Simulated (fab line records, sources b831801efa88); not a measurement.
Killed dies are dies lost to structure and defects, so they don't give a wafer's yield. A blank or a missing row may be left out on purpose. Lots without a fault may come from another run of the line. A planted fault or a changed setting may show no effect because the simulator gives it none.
Problem report in the 8D (eight disciplines) form, filled by code | flow gf180mcu | the parts of the form that need people (team, actions taken, sign-off) are left out

1. THE PROBLEM
MVSD_RS at GF_VT_IMPLANT_RS_MEAS_46 reads a mean of 476.0 ohm/sq on 6 wafers of 2 lots; wafers without a fault read 456.7 ohm/sq with a standard deviation of 1.1. That is +18 standard deviations from the usual mean.
The step: measures by four-point-probe.
First seen on wafer L989.2, day 12 19:38, on film_metro-03. The record holds 33 wafers of 11 lots with a number at this step. Rule for "out", or "out of limits": more than 4 standard deviations from the usual mean. The other wafers with a number count as sound.

2. WHAT IT IS AND WHAT IT IS NOT
question                    | is                           | is not
which readings at this step | MVSD_RS                      | -
which lots                  | L989, L990                   | L972, L973, L974, L975, L976, L978, L991, L992, L993
which wafers of those lots  | all that have a number       | -
read on which gauges        | film_metro-02, film_metro-03 | film_metro-04
when                        | from day 12 19:38            | up to then (18 sound wafers); but 9 sound wafers of L991, L992, L993 came after

3. SUSPECTS, AND WHAT RULES EACH OUT
Counting: a tool at a process step up to the reading stays a suspect if it ran every lot that is out and no sound lot after the first of them.
- the gauge at GF_VT_IMPLANT_RS_MEAS_46: ruled out. The wafers that are out were read on 2 gauges (film_metro-02, film_metro-03).
- implanter-04 at GF_MVSD_IMPLANT_08: kept. It ran every lot that is out, first L989 (day 8 23:24), and no sound lot after that; its last sound lot up to then is L975 (day 5 14:43). Its own readings are out on those wafers: dose_ions_cm2.
- plasma_asher-03 at GF_VT_IMPLANT_STRIP_09 (strips in O2/N2): ruled out as a lasting fault. Sound lots L993 ran on it after its first lot that is out, L989 (day 10 10:40).
Left after counting: implanter-04 at GF_MVSD_IMPLANT_08.

4. THE CAUSE (what the simulator had put in)
Process parameter drift: implanter-04, from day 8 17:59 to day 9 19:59, at GF_MVSD_IMPLANT_08. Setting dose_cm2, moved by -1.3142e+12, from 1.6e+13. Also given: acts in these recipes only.
Counting left only this tool.

5. THE CHAIN OF EFFECTS, in route order
Each row: a reading whose mean over the struck wafers that have a number lies more than 3 standard deviations from the usual. Only readings for which the record gives a usual standard deviation are gone through. hours: the time from each lot's start at the first step in this table that gives one to its start at this step, as a median over the lots. sigmas: the change in usual standard deviations.
hours | step                     | reading            | usual        | on struck wafers | change   | sigmas
0     | GF_MVSD_IMPLANT_08       | dose_ions_cm2      | 1.6e+13      | 1.5e+13          | -1.3e+12 | -73
0     | GF_MVSD_IMPLANT_08       | faraday_current_uA | 90.2         | 82.1             | -8.1     | -4.5
93    | GF_VT_IMPLANT_RS_MEAS_46 | MVSD_RS            | 456.7 ohm/sq | 476.0            | +19.3    | +18
The process steps in it:
- GF_MVSD_IMPLANT_08

6. WHAT WOULD HAVE CAUGHT IT SOONER
In this record the first reading out of limits at a measuring or inspecting step was taken at day 12 19:38, 98 hours after the fault began at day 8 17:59.
The tool's own readings at GF_MVSD_IMPLANT_08 were out on every struck wafer that the step has a row for (dose_ions_cm2): an alarm limit on them would have fired on the first of those.
All the lots that are out (2) had begun GF_MVSD_IMPLANT_08 on implanter-04 by day 12 19:38. A hold on the tool at that time would have spared none of them.
